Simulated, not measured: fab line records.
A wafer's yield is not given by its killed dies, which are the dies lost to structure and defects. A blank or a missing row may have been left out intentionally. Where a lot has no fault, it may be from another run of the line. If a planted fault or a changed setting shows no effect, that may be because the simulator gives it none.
fab line records	flow sky130
record: lots: 10	wafers: 30	last_day: 50
route steps=708 shown LOCAL_INTERCONNECT@388 METAL1@439 PAD_OPEN@708
lots that met no fault: taken from a fault-free run of the same line
start_h: hours from the record's opening day to when the first of the lot's shown wafers began	wait_h: hours from the lot's prior step to this one	" the same as in the row above	L1.1+2: several wafers, shown together as one row	- no value present, or no start provided	* or withheld: withheld	< > ~ a bound
route shown NAME@n: a module of which the file shows steps, and the number in the route of the first	usual: mean/standard deviation taken from wafers without a fault	same: alike in all rows	chamber/n: place in a boat	sites: the reading at each site	_std_site: the values' standard deviation	_edge_site: mean of outer sites minus mean of inner sites	radius_mm: for every site, how far away it sits from the centre of the wafer	mask NAME#n: copy n	behind: the tool/chamber that last shaped the wafer	hold: the reason the lot was held/the length of the hold in hours/how it ended	device: whichever transistor did not switch (one of n, p or np)	end of line: at the end of the route, the tests of the same wafers	where a step has no rows: the recipe by itself	killed: the dies lost at the first sort to structure and to defects; this is not the yield of the wafer	map: a wafer's dies, x killed, . not, _ none there
set.NAME: the run value of the setting; set.NAME@STEP: its run value at that earlier step	model.NAME: the simulator's own value behind a step, which no gauge read
one table for each step of the route and one row for each wafer, over a sample of lots
services: the hour from which a tool's chamber was out of use, counted from the record's first day as start_h (under 0 if before that day), plus the number of hours and why
== steps ==
step: SKY_LOCAL_INTERCONNECT_RS_MEAS_01
recipe: thk_meas_gauge: four-point-probe	reads: TiN_of_LOCAL_INTERCONNECT_SPUTTER_00
usual: LOCAL_INTERCONNECT_TIN_RS: 14.11/0.15
lot.wafer	tool	chamber	start_h	wait_h	LOCAL_INTERCONNECT_TIN_RS[ohm/sq]
L117.4	film_metro-02	-	677.56	0.1	14.15
L117.5	"	-	"	"	14.10
L117.6	"	-	"	"	14.43
L122.1	film_metro-03	-	724.67	0.0	14.19
L122.2	"	-	"	"	13.98
L122.3	"	-	"	"	13.94
L130.3	film_metro-02	-	784.90	0.1	14.09
L130.5	"	-	"	"	14.20
L130.6	"	-	"	"	14.06
L131.1	film_metro-02	-	790.84	0.0	14.23
L131.2	"	-	"	"	14.23
L131.5	"	-	"	"	14.18
L132.4	film_metro-02	-	793.84	0.1	14.26
L132.5	"	-	"	"	14.09
L132.6	"	-	"	"	14.33
L134.1	film_metro-03	-	812.12	0.0	14.36
L134.2	"	-	"	"	14.13
L134.4	"	-	"	"	14.09
L136.1	film_metro-03	-	833.02	0.0	14.15
L136.3	"	-	"	"	13.92
L136.5	"	-	"	"	14.14
L137.1	film_metro-02	-	835.60	0.0	14.16
L137.2	"	-	"	"	14.24
L137.5	"	-	"	"	14.10
L138.1	film_metro-01	-	855.43	0.0	14.12
L138.3	"	-	"	"	14.03
L138.6	"	-	"	"	13.97
L140.1	film_metro-03	-	871.10	0.0	13.99
L140.2	"	-	"	"	13.95
L140.4	"	-	"	"	14.03
step: SKY_METAL1_RS_MEAS_05
recipe: thk_meas_gauge: four-point-probe	reads: TiN_of_METAL1_SPUTTER_04+Ti_of_METAL1_SPUTTER_03+AlCu_of_METAL1_SPUTTER_02+TiN_of_METAL1_SPUTTER_01+Ti_of_METAL1_SPUTTER_00
usual: METAL1_ALCU_RS: 0.1265/0.0014
lot.wafer	tool	chamber	start_h	wait_h	METAL1_ALCU_RS[ohm/sq]
L117.4	film_metro-04	-	737.02	0.1	0.1257
L117.5	"	-	"	"	0.1245
L117.6	"	-	"	"	0.1242
L122.1	film_metro-04	-	783.25	0.0	0.1281
L122.2	"	-	"	"	0.1270
L122.3	"	-	"	"	0.1247
L130.3	film_metro-01	-	842.14	0.1	0.1284
L130.5	"	-	"	"	0.1282
L130.6	"	-	"	"	0.1284
L131.1	film_metro-04	-	847.83	0.0	0.1266
L131.2	"	-	"	"	0.1273
L131.5	"	-	"	"	0.1261
L132.4	film_metro-02	-	850.71	0.1	0.1273
L132.5	"	-	"	"	0.1262
L132.6	"	-	"	"	0.1272
L134.1	film_metro-01	-	867.42	0.0	0.1299
L134.2	"	-	"	"	0.1279
L134.4	"	-	"	"	0.1288
L136.1	film_metro-01	-	889.12	0.0	0.1261
L136.3	"	-	"	"	0.1271
L136.5	"	-	"	"	0.1265
L137.1	film_metro-01	-	891.23	0.0	0.1273
L137.2	"	-	"	"	0.1288
L137.5	"	-	"	"	0.1268
L138.1	film_metro-04	-	910.03	0.0	0.1268
L138.3	"	-	"	"	0.1267
L138.6	"	-	"	"	0.1266
L140.1	film_metro-01	-	925.83	0.0	0.1277
L140.2	"	-	"	"	0.1267
L140.4	"	-	"	"	0.1262
step: SKY_METAL1_THK_MEAS_06
recipe: thk_meas_gauge: xrf	reads: AlCu_of_METAL1_SPUTTER_02
usual: METAL1_ALCU_THK: 246/3.4
lot.wafer	tool	chamber	start_h	wait_h	METAL1_ALCU_THK[nm]
L117.4	film_metro-04	-	737.11	0.1	248
L117.5	"	-	"	"	250
L117.6	"	-	"	"	251
L122.1	film_metro-04	-	783.37	0.1	246
L122.2	"	-	"	"	248
L122.3	"	-	"	"	252
L130.3	film_metro-01	-	842.24	0.1	241
L130.5	"	-	"	"	243
L130.6	"	-	"	"	244
L131.1	film_metro-04	-	847.95	0.1	247
L131.2	"	-	"	"	247
L131.5	"	-	"	"	248
L132.4	film_metro-02	-	850.80	0.1	244
L132.5	"	-	"	"	245
L132.6	"	-	"	"	245
L134.1	film_metro-01	-	867.54	0.1	239
L134.2	"	-	"	"	242
L134.4	"	-	"	"	240
L136.1	film_metro-01	-	889.24	0.1	245
L136.3	"	-	"	"	246
L136.5	"	-	"	"	245
L137.1	film_metro-01	-	891.35	0.1	245
L137.2	"	-	"	"	241
L137.5	"	-	"	"	246
L138.1	film_metro-04	-	910.15	0.1	248
L138.3	"	-	"	"	248
L138.6	"	-	"	"	247
L140.1	film_metro-01	-	925.95	0.1	241
L140.2	"	-	"	"	243
L140.4	"	-	"	"	248
step: SKY_METAL1_ETCH_18
recipe: chemistry: N2/H2	target: BARC	ion_energy_ev: 200	bias_w: 100	pressure_mtorr: 30	n2_flow_sccm: 100	h2_flow_sccm: 200	icp_w: 500	stop_on: SiO2	time_s: 45.9	target_depth_a: 600
usual: bias_w: 99.99/0.27	chamber_pressure_mTorr: 30.001/0.027	drypump_motor_current_A: 5.8/0.46	h2_flow_sccm: 200.0/0.59	he_backside_leak_sccm: 3.36/0.19	oes_product_au: 0.855/0.0053	throttle_valve_pct: 13.225/0.01
lot.wafer	tool	chamber	start_h	wait_h	bias_w	chamber_pressure_mTorr	drypump_motor_current_A	h2_flow_sccm	he_backside_leak_sccm	oes_product_au	rf_hours_counter_h	throttle_valve_pct
L117.4	rie_metal-03	1	764.88	0.0	99.63	29.970	5.8	200.2	2.69	0.856	-	13.236
L117.5	"	1	"	"	99.89	30.034	5.9	200.3	3.07	0.851	-	13.233
L117.6	"	0	"	"	99.87	30.041	5.7	198.9	3.39	0.847	-	13.224
L122.1	rie_metal-04	1	810.37	0.0	99.60	29.986	6.0	199.5	3.27	0.851	12	13.236
L122.2	"	0	"	"	99.98	30.017	6.6	199.1	3.15	0.860	6	13.231
L122.3	"	0	"	"	100.08	29.977	6.6	200.5	3.13	0.848	-	13.224
L130.3	rie_metal-03	0	868.99	0.0	-	-	-	-	-	-	-	-
L130.5	"	0	"	"	-	-	-	-	-	-	-	-
L130.6	"	1	"	"	-	-	-	-	-	-	-	-
L131.1	rie_metal-01	0	873.68	0.0	-	-	-	-	-	-	-	-
L131.2	"	1	"	"	-	-	-	-	-	-	-	-
L131.5	"	1	"	"	-	-	-	-	-	-	-	-
L132.4	rie_metal-03	0	876.84	0.0	-	-	-	-	-	-	-	-
L132.5	"	0	"	"	-	-	-	-	-	-	-	-
L132.6	"	1	"	"	-	-	-	-	-	-	-	-
L134.1	rie_metal-01	1	893.57	0.0	99.74	29.977	5.1	200.6	3.29	0.847	9	13.229
L134.2	"	0	"	"	99.61	30.009	6.1	200.1	3.48	0.857	7	13.216
L134.4	"	0	"	"	100.06	29.982	6.1	199.9	3.35	0.852	-	13.217
L136.1	rie_metal-03	0	914.73	0.0	99.27	30.003	5.7	199.4	3.64	0.849	17	13.243
L136.3	"	0	"	"	99.96	29.991	5.7	199.5	3.77	0.853	-	13.226
L136.5	"	0	"	"	100.00	29.985	5.7	199.8	3.63	0.850	-	13.226
L137.1	rie_metal-01	0	916.97	0.0	99.88	29.977	6.1	199.8	3.44	0.849	8	13.240
L137.2	"	1	"	"	100.37	29.952	5.1	201.2	3.31	0.856	10	13.219
L137.5	"	0	"	"	99.99	29.981	6.1	200.1	3.55	0.853	-	13.208
L138.1	rie_metal-01	1	935.83	0.0	99.23	29.957	5.1	200.2	3.44	0.849	11	13.217
L138.3	"	0	"	"	99.74	29.989	6.0	200.8	3.35	0.859	-	13.227
L138.6	"	0	"	"	99.73	29.996	6.0	200.5	3.16	0.854	-	13.226
L140.1	rie_metal-01	1	951.77	0.0	99.78	30.030	5.2	200.8	3.29	0.860	12	13.223
L140.2	"	0	"	"	99.96	29.981	6.0	200.5	3.36	0.850	10	13.217
L140.4	"	0	"	"	100.35	29.976	6.1	200.2	3.33	0.851	-	13.217
step: SKY_METAL1_METAL_ETCH_19
recipe: target_depth_a: 3600	stop_on: SiO2	over_etch_frac: 0.3	time_s: 78	chemistry: Cl2/BCl3	resist_sidewall_deg: 88	pressure_mtorr: 10	icp_w: 900	bias_w: 48.5	Cl2_flow_sccm: 60	bcl3_flow_sccm: 30
usual: bcl3_flow_sccm: 29.99/0.09	bias_w: 48.52/0.16	drypump_motor_current_A: 5.8/0.46	he_backside_leak_sccm: 3.4/0.36	oes_product_au: 0.855/0.0057	throttle_valve_pct: 22.263/0.0097
lot.wafer	tool	chamber	start_h	wait_h	bcl3_flow_sccm	bias_w	drypump_motor_current_A	he_backside_leak_sccm	oes_product_au	rf_hours_counter_h	throttle_valve_pct
L117.4	rie_metal-03	1	764.95	0.1	29.92	48.69	5.8	3.2	0.854	-	22.269
L117.5	"	1	"	"	29.94	48.55	5.8	3.0	0.856	-	22.270
L117.6	"	0	"	"	29.94	48.45	5.7	3.7	0.865	-	22.260
L122.1	rie_metal-04	1	810.43	0.0	30.08	48.34	5.9	3.2	0.854	12	22.273
L122.2	"	0	"	"	30.00	48.42	6.6	3.1	0.854	6	22.273
L122.3	"	0	"	"	30.09	48.64	6.6	3.2	0.852	-	22.253
L130.3	rie_metal-03	0	869.06	0.1	30.01	48.12	5.7	3.8	0.374	-	22.266
L130.5	"	0	"	"	29.87	48.43	5.7	3.6	0.376	-	22.263
L130.6	"	1	"	"	30.03	48.32	5.8	3.0	0.375	-	22.263
L131.1	rie_metal-01	0	873.74	0.0	29.99	48.68	6.0	3.4	0.377	6	22.276
L131.2	"	1	"	"	29.76	48.41	5.1	3.4	0.371	9	22.263
L131.5	"	1	"	"	29.89	48.21	5.2	3.5	0.375	-	22.272
L132.4	rie_metal-03	0	876.91	0.1	29.87	48.41	5.7	4.8	0.381	-	22.271
L132.5	"	0	"	"	29.88	48.48	5.7	3.8	0.371	-	22.269
L132.6	"	1	"	"	30.14	48.56	5.8	3.0	0.370	-	22.266
L134.1	rie_metal-01	1	893.63	0.0	30.09	48.41	5.1	3.2	0.844	9	22.264
L134.2	"	0	"	"	30.13	48.77	6.0	3.4	0.854	7	22.261
L134.4	"	0	"	"	29.91	48.68	6.0	3.4	0.846	-	22.266
L136.1	rie_metal-03	0	914.79	0.0	29.89	48.55	5.6	3.6	0.859	18	22.263
L136.3	"	0	"	"	29.95	48.57	5.6	3.6	0.858	-	22.265
L136.5	"	0	"	"	29.94	48.58	5.6	3.6	0.850	-	22.283
L137.1	rie_metal-01	0	917.03	0.0	29.97	48.72	6.0	3.6	0.858	8	22.257
L137.2	"	1	"	"	29.96	48.58	5.1	3.3	0.847	11	22.274
L137.5	"	0	"	"	30.03	48.61	6.0	3.5	0.854	-	22.258
L138.1	rie_metal-01	1	935.89	0.0	30.07	48.48	5.1	3.1	0.860	11	22.258
L138.3	"	0	"	"	30.01	48.54	6.1	3.5	0.849	-	22.273
L138.6	"	0	"	"	30.08	48.44	6.1	3.3	0.862	-	22.271
L140.1	rie_metal-01	1	951.83	0.0	29.98	48.31	5.1	3.3	0.854	12	22.246
L140.2	"	0	"	"	30.10	48.55	6.1	3.2	0.854	10	22.266
L140.4	"	0	"	"	29.94	48.61	6.1	3.4	0.852	-	22.257
step: SKY_METAL1_STRIP_20
recipe: chemistry: O2/N2	power_w: 1400	pressure_mtorr: 1500	platen_temp_c: withheld	o2_flow_sccm: 3000	n2_flow_sccm: 300	overash_fraction: 0.5
usual: drypump_motor_current_A: 5.9/0.31	oes_product_au: 0.342/0.0045	strip_time_to_endpoint_s: 2.66/0.039
lot.wafer	tool	chamber	start_h	wait_h	drypump_motor_current_A	oes_product_au	rf_hours_counter_h	strip_time_to_endpoint_s
L117.4	plasma_asher-03	0	765.05	0.1	6.1	0.345	-	2.65
L117.5	"	0	"	"	6.1	0.343	-	2.62
L117.6	"	1	"	"	5.4	0.345	-	2.73
L122.1	plasma_asher-03	1	810.52	0.1	5.4	0.333	38	2.70
L122.2	"	0	"	"	6.1	0.342	38	2.67
L122.3	"	0	"	"	6.1	0.344	-	2.68
L130.3	plasma_asher-04	1	869.16	0.1	6.1	0.366	-	3.20
L130.5	"	1	"	"	6.1	0.355	-	3.23
L130.6	"	0	"	"	5.6	0.364	-	3.12
L131.1	plasma_asher-02	0	873.83	0.1	5.8	0.358	14	3.14
L131.2	"	1	"	"	6.3	0.359	14	3.15
L131.5	"	0	"	"	5.8	0.362	-	3.15
L132.4	plasma_asher-02	0	877.00	0.1	5.9	0.367	-	3.21
L132.5	"	0	"	"	5.8	0.367	-	3.24
L132.6	"	1	"	"	6.3	0.362	-	3.14
L134.1	plasma_asher-03	1	893.72	0.1	5.4	0.351	46	2.67
L134.2	"	0	"	"	6.1	0.351	46	2.67
L134.4	"	1	"	"	5.4	0.336	-	2.63
L136.1	plasma_asher-04	1	914.88	0.1	6.1	0.350	80	2.70
L136.3	"	0	"	"	5.6	0.341	-	2.69
L136.5	"	1	"	"	6.1	0.336	-	2.70
L137.1	plasma_asher-03	0	917.12	0.1	6.1	0.336	49	2.59
L137.2	"	1	"	"	5.4	0.348	49	2.61
L137.5	"	0	"	"	6.1	0.335	-	2.62
L138.1	plasma_asher-04	1	935.98	0.1	6.1	0.341	82	2.68
L138.3	"	0	"	"	5.5	0.345	-	2.66
L138.6	"	0	"	"	5.6	0.343	-	2.63
L140.1	plasma_asher-04	1	951.92	0.1	6.1	0.345	84	2.65
L140.2	"	0	"	"	5.6	0.344	84	2.63
L140.4	"	1	"	"	6.1	0.335	-	2.59
step: SKY_PAD_OPEN_PROBE_99
usual: defect_limited_yield: 82.8/2	killed_at_M0_to_M3: 43/6.4	killed_at_M4_up: 3.1/2	killed_at_contacts: 24/5.2	killed_at_front_end: 15/4.3	killed_at_other: 0.2/0.48	killed_dies: 85/9.7	killed_on_rim: 17/4.2	killed_open: 47/6.9	killed_short: 38/6.7	sort_bin_3_pad_short: 0.9/0.48	sort_bin_5_function: 10.3/1.6	sort_bin_6_memory: 6.1/0.97	sort_n_pass: 407/9.7	sort_yield_pct: 82.8/2
same: gross_dies: 492	killed_at_back_side: 0	sort_bin_4_leakage[%]: 0	sort_bin_8_speed[%]: 0
lot.wafer	tool	chamber	start_h	wait_h	defect_limited_yield[%]	killed_at_M0_to_M3	killed_at_M4_up	killed_at_contacts	killed_at_front_end	killed_at_other	killed_dies	killed_on_rim	killed_open	killed_short	sort_bin_3_pad_short[%]	sort_bin_5_function[%]	sort_bin_6_memory[%]	sort_n_pass	sort_yield_pct[%]
L130.3	prober-01	-	1161.09	0.2	0	438	3	30	21	0	492	96	44	41	0.8	93.5	5.7	0	0
L130.6	prober-01	-	1161.24	0.2	0	452	1	18	21	0	492	96	47	44	1.6	92.9	5.5	0	0
L131.1	prober-02	-	1163.83	0.1	0	459	3	13	16	1	492	96	46	32	0.6	94.1	5.3	0	0
L131.2	prober-02	-	1163.88	0.1	0	454	0	25	13	0	492	96	50	35	0.6	92.7	6.7	0	0
L131.5	prober-02	-	1164.03	0.2	0	448	5	15	24	0	492	96	52	38	1.4	91.9	6.7	0	0
L132.4	prober-01	-	1165.69	0.2	0	443	2	29	17	1	492	96	56	54	2.0	90.7	7.3	0	0
L132.5	prober-01	-	1165.74	0.2	0	454	0	20	18	0	492	96	39	31	0.6	92.9	6.5	0	0
L132.6	prober-01	-	1165.79	0.2	0	446	4	23	19	0	492	96	60	32	0.6	92.7	6.7	0	0
L137.1	prober-02	-	1192.05	0.1	86.4	35	6	13	13	0	67	16	40	27	0.6	8.1	4.9	425	86.4
L137.2	prober-02	-	1192.10	0.1	82.3	54	1	23	9	0	87	13	55	32	1.0	9.6	7.1	405	82.3
L137.5	prober-02	-	1192.25	0.2	85.4	35	2	20	15	0	72	10	39	33	0.8	9.1	4.7	420	85.4
killed by level:class
L130.3 METAL1:area_etch=407 CONTACT:geometric_particle:open=10 LI_CONTACT:geometric_particle:open=7 CONTACT:geometric_particle:short=7 VIA1:geometric_particle:open=6 POLY_GATE:geometric_particle:short=6 POLY_GATE:geometric_particle:open=5 LI_CONTACT:geometric_particle:short=4
L130.6 METAL1:area_etch=401 VIA1:geometric_particle:open=10 VIA1:geometric_particle:short=7 VIA3:geometric_particle:open=6 POLY_GATE:geometric_particle:open=6 CONTACT:geometric_particle:open=6 METAL2:geometric_particle:short=6 FIELD_ISO:geometric_particle:open=5
L131.1 METAL1:area_etch=414 VIA2:geometric_particle:open=10 VIA3:geometric_particle:open=7 METAL2:geometric_particle:short=6 FIELD_ISO:geometric_particle:short=5 POLY_GATE:geometric_particle:open=5 LI_CONTACT:geometric_particle:open=4 SPACER:geometric_particle:open=4
L131.2 METAL1:area_etch=407 VIA1:geometric_particle:open=11 VIA2:geometric_particle:open=11 CONTACT:geometric_particle:open=9 METAL1:geometric_particle:short=7 LI_CONTACT:geometric_particle:open=6 FIELD_ISO:geometric_particle:open=4 LI_CONTACT:geometric_particle:short=4
L131.5 METAL1:area_etch=402 VIA2:geometric_particle:open=11 VIA3:geometric_particle:open=9 VIA1:geometric_particle:open=7 FIELD_ISO:geometric_particle:open=6 METAL1:geometric_particle:short=6 FIELD_ISO:geometric_particle:short=5 POLY_GATE:geometric_particle:open=4
L132.4 METAL1:area_etch=382 VIA3:geometric_particle:open=11 VIA1:geometric_particle:open=11 LOCAL_INTERCONNECT:geometric_particle:short=9 VIA3:geometric_particle:short=8 CONTACT:geometric_particle:open=7 METAL3:geometric_particle:short=6 CONTACT:geometric_particle:short=6
L132.5 METAL1:area_etch=422 VIA1:geometric_particle:open=8 LI_CONTACT:geometric_particle:open=7 FIELD_ISO:geometric_particle:open=6 POLY_GATE:geometric_particle:short=6 METAL2:geometric_particle:short=5 LOCAL_INTERCONNECT:geometric_particle:short=4 CONTACT:geometric_particle:open=4
L132.6 METAL1:area_etch=400 VIA1:geometric_particle:open=14 CONTACT:geometric_particle:open=10 VIA2:geometric_particle:open=9 LI_CONTACT:geometric_particle:open=8 VIA3:geometric_particle:open=7 FIELD_ISO:geometric_particle:short=6 FIELD_ISO:geometric_particle:open=4
L137.1 VIA1:geometric_particle:open=10 FIELD_ISO:geometric_particle:open=5 LI_CONTACT:geometric_particle:open=5 CONTACT:geometric_particle:open=4 VIA1:geometric_particle:short=4 METAL2:geometric_particle:short=4 VIA3:geometric_particle:open=4 METAL3:geometric_particle:short=3
L137.2 VIA1:geometric_particle:open=10 VIA2:geometric_particle:open=10 VIA3:geometric_particle:open=8 METAL1:geometric_particle:short=6 METAL2:geometric_particle:short=6 LI_CONTACT:geometric_particle:open=5 CONTACT:geometric_particle:open=5 CONTACT:geometric_particle:short=5
L137.5 CONTACT:geometric_particle:open=9 FIELD_ISO:geometric_particle:open=6 VIA3:geometric_particle:open=5 POLY_GATE:geometric_particle:open=5 VIA2:geometric_particle:open=5 VIA2:geometric_particle:short=5 LOCAL_INTERCONNECT:geometric_particle:short=4 METAL1:geometric_particle:short=4
== services ==
tool	chamber	start_h	hours	kind
plasma_asher-02	0	744.64	-	clean
plasma_asher-02	1	744.64	-	clean
rie_metal-01	-	762.36	0.7	repair
plasma_asher-04	-	767.10	2.8	pm
plasma_asher-03	-	770.87	0.3	repair
rie_metal-04	-	776.37	1.4	pm
plasma_asher-03	-	786.91	4.0	pm
rie_metal-03	1	807.27	1.1	repair
plasma_asher-02	-	817.25	2.8	pm
rie_metal-04	-	834.16	14.6	pm
plasma_asher-03	-	845.12	4.8	repair
rie_metal-04	-	851.75	0.1	repair
rie_metal-04	-	851.94	2.8	pm
rie_metal-03	1	888.97	-	clean
rie_metal-03	1	888.97	24.2	scheduled_down
rie_metal-03	1	888.97	24.2	vent_cycle
plasma_asher-02	-	894.69	10.6	repair
rie_metal-04	1	932.40	-	clean
rie_metal-04	1	932.40	20.4	scheduled_down
rie_metal-04	1	932.40	20.4	vent_cycle
== key ==
first_sign: step: SKY_METAL1_ETCH_18	reading: tool_record	direction: missing
effect: step: SKY_METAL1_METAL_ETCH_19	reading: oes_product_au	direction: down	sigmas: 84	usual: 0.855	struck: 0.374
effect: step: SKY_METAL1_STRIP_20	reading: strip_time_to_endpoint_s	direction: up	sigmas: 13	usual: *	struck: *
effect: step: SKY_PAD_OPEN_PROBE_99	reading: killed_at_M0_to_M3	direction: up	sigmas: 64	usual: 43	struck: 449
more_kills_born_at: SKY_METAL1_ETCH_18@rie_metal-03: 2012	SKY_METAL1_ETCH_18@rie_metal-01: 1223
met_at SKY_METAL1_ETCH_18
struck_lots L130,L131,L132
rows_end L130.5
later_rows_left_out L130.3,L130.6,L131.1,L131.2,L131.5,L132.4,L132.5,L132.6
not_acting_at SKY_LOCAL_INTERCONNECT_RS_MEAS_01,SKY_METAL1_RS_MEAS_05,SKY_METAL1_THK_MEAS_06
onset_between 764.88 868.99
fault: kind: skipped_step_whole	tool: rie_metal-01,rie_metal-03	chamber: -	onset_h: 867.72	steps: SKY_METAL1_ETCH_18	scope: struck_lots_only
later_rows_left_out: the simulator's readings of these wafers behind a module that went badly wrong aren't trusted and aren't shown, but for the sort
rows_end: these wafers met a further fault down the route, and their rows from its step on are left out
